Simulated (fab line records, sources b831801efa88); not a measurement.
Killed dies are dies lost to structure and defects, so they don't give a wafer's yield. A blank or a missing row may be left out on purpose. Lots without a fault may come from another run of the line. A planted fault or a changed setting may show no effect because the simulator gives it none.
Split-lot experiment | flow sky130 | 5 lots, 23 wafers read, on a route of 708 steps

THE SPLIT
At SKY_LOCAL_INTERCONNECT_COAT_06 (resist thk 450 nm), the setting resist_thk_nm was moved away from the recipe's 450 nm on 6 of the 23 wafers read, by -2.8% to +2.8%. The other wafers ran this setting at the recipe's value.

FROM THE SPLIT TO THE READING: what the file shows between them, 1 step
- SKY_LOCAL_INTERCONNECT_ETCH_13: etches BARC in N2/H2, stops on SiO2, time 45.9 s, target depth 60 nm (also split here: time_s)

THE READING
KrF-thick_of_LOCAL_INTERCONNECT_COAT_06.thk_nm (the simulator's own value, which no gauge read), in nm, at SKY_LOCAL_INTERCONNECT_METAL_ETCH_14 (etches TiN in Cl2/BCl3, stops on PSG, target depth 110 nm, time 31.4 s). The file gives no usual value for it. The 17 wafers here that ran the recipe average 346.8 nm, standard deviation 2.7 nm.

wafer  | tool, chamber at the split | resist_thk_nm as run, nm | against the recipe | KrF-thick_of_LOCAL_INTERCONNECT_COAT_06.thk_nm, nm | against lot-mates on the recipe
L074.1 | litho_track-02, 0          | 440.7                    | -2.1%              | 334.2                                              | -13.6
L074.2 | litho_track-02, 0          | 450                      | recipe             | 345.2                                              | -
L074.3 | litho_track-02, 0          | 450                      | recipe             | 348.4                                              | -
L074.4 | litho_track-02, 0          | 450                      | recipe             | 349.7                                              | -
L074.5 | litho_track-02, 0          | 440.7                    | -2.1%              | 333.6                                              | -14.2
L075.1 | litho_track-03, 0          | 450                      | recipe             | 347.3                                              | -
L075.2 | litho_track-03, 0          | 450                      | recipe             | 347.2                                              | -
L075.3 | litho_track-03, 0          | 437.4                    | -2.8%              | 335.6                                              | -12.2
L075.4 | litho_track-03, 0          | 450                      | recipe             | 348.9                                              | -
L075.5 | litho_track-03, 0          | 437.4                    | -2.8%              | 334.8                                              | -13.0
L077.1 | litho_track-03, 0          | 450                      | recipe             | 347.5                                              | -
L077.2 | litho_track-03, 0          | 450                      | recipe             | 347                                                | -
L077.3 | litho_track-03, 0          | 462.5                    | +2.8%              | 361.2                                              | +13.8
L077.5 | litho_track-03, 0          | 462.5                    | +2.8%              | 359.2                                              | +11.8
L077.6 | litho_track-03, 0          | 450                      | recipe             | 347.7                                              | -
L078.3 | litho_track-03, 0          | 450                      | recipe             | 350.7                                              | -
L078.4 | litho_track-03, 0          | 450                      | recipe             | 350.5                                              | -
L078.5 | litho_track-03, 0          | 450                      | recipe             | 349.6                                              | -
L080.1 | litho_track-01, 0          | 450                      | recipe             | 343.2                                              | -
L080.2 | litho_track-01, 0          | 450                      | recipe             | 342.4                                              | -
L080.3 | litho_track-01, 0          | 450                      | recipe             | 342.2                                              | -
L080.4 | litho_track-01, 0          | 450                      | recipe             | 343.5                                              | -
L080.5 | litho_track-01, 0          | 450                      | recipe             | 344.1                                              | -

THE FIT
A straight line over all 23 wafers: KrF-thick_of_LOCAL_INTERCONNECT_COAT_06.thk_nm changes by +4.85 nm for each +1% of resist_thk_nm; r = +0.92; the points scatter about the line by 2.7 nm.
The same after taking each lot's own level away (the mean of its wafers on the recipe; 23 wafers): +4.99 nm for each +1%; r = +0.98; scatter 1.5 nm.
On that fit, the largest move of resist_thk_nm shifts the reading by 14 nm.
The lots' own levels span 343.08 to 350.27 nm, that is 2.6 times the standard deviation above.
So the lot-to-lot level changes the slope little: the two slopes agree.
Check: with one of the wafers moved furthest among these (-2.8%) left out of the fit, the line predicts -14.8 nm for it against its lot-mates. It came out at -12.2 nm against them.

OTHER SPLITS ON THESE WAFERS
These wafers also went through other splits before the reading. Each is held against what the fit with the lots' levels taken away leaves over:
other split on the same wafers        | wafers away from the commonest value | r with KrF-thick_of_LOCAL_INTERCONNECT_COAT_06.thk_nm (lot level and that fit taken away)
SKY_SD_P_DEVELOP_06 dev_temp_c        | 5                                    | +0.03
SKY_SD_N_EXPOSE_04 dose_mj            | 11                                   | +0.18
SKY_SD_N_IMPLANT_10 energy_kev        | 8                                    | +0.19
SKY_LI_CONTACT_HDPCVD_00 time_s       | 8                                    | -0.21
SKY_LI_CONTACT_EXPOSE_09 dose_mj      | 8                                    | +0.07
SKY_LI_CONTACT_SPUTTER_19 power_w     | 11                                   | +0.05
SKY_LOCAL_INTERCONNECT_ETCH_13 time_s | 3                                    | -0.79

THE WHOLE CHAIN: every reading that the file lists as answering this split, in the file's order
step                                 | what it does                                                           | reading                                                                                         | change (the file's fit)              | r (the file's)
SKY_LOCAL_INTERCONNECT_COAT_06       | resist thk 450 nm                                                      | KrF-thick_of_LOCAL_INTERCONNECT_COAT_06.thk_nm (the simulator's own value, which no gauge read) | +4.53 nm for each +1% of the setting | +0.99
SKY_LOCAL_INTERCONNECT_ETCH_13       | etches BARC in N2/H2, stops on SiO2, time 45.9 s, target depth 60 nm   | KrF-thick_of_LOCAL_INTERCONNECT_COAT_06.thk_nm (the simulator's own value, which no gauge read) | +4.91 nm for each +1% of the setting | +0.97
SKY_LOCAL_INTERCONNECT_METAL_ETCH_14 | etches TiN in Cl2/BCl3, stops on PSG, target depth 110 nm, time 31.4 s | KrF-thick_of_LOCAL_INTERCONNECT_COAT_06.thk_nm (the simulator's own value, which no gauge read) | +5.01 nm for each +1% of the setting | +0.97
SKY_LOCAL_INTERCONNECT_STRIP_15      | strips in O2/N2                                                        | strip_time_to_endpoint_s                                                                        | withheld for each +1% of the setting | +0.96

THE FILE'S OWN FIT
KrF-thick_of_LOCAL_INTERCONNECT_COAT_06.thk_nm changes by +5.01 nm for each +1% of resist_thk_nm, r = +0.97.
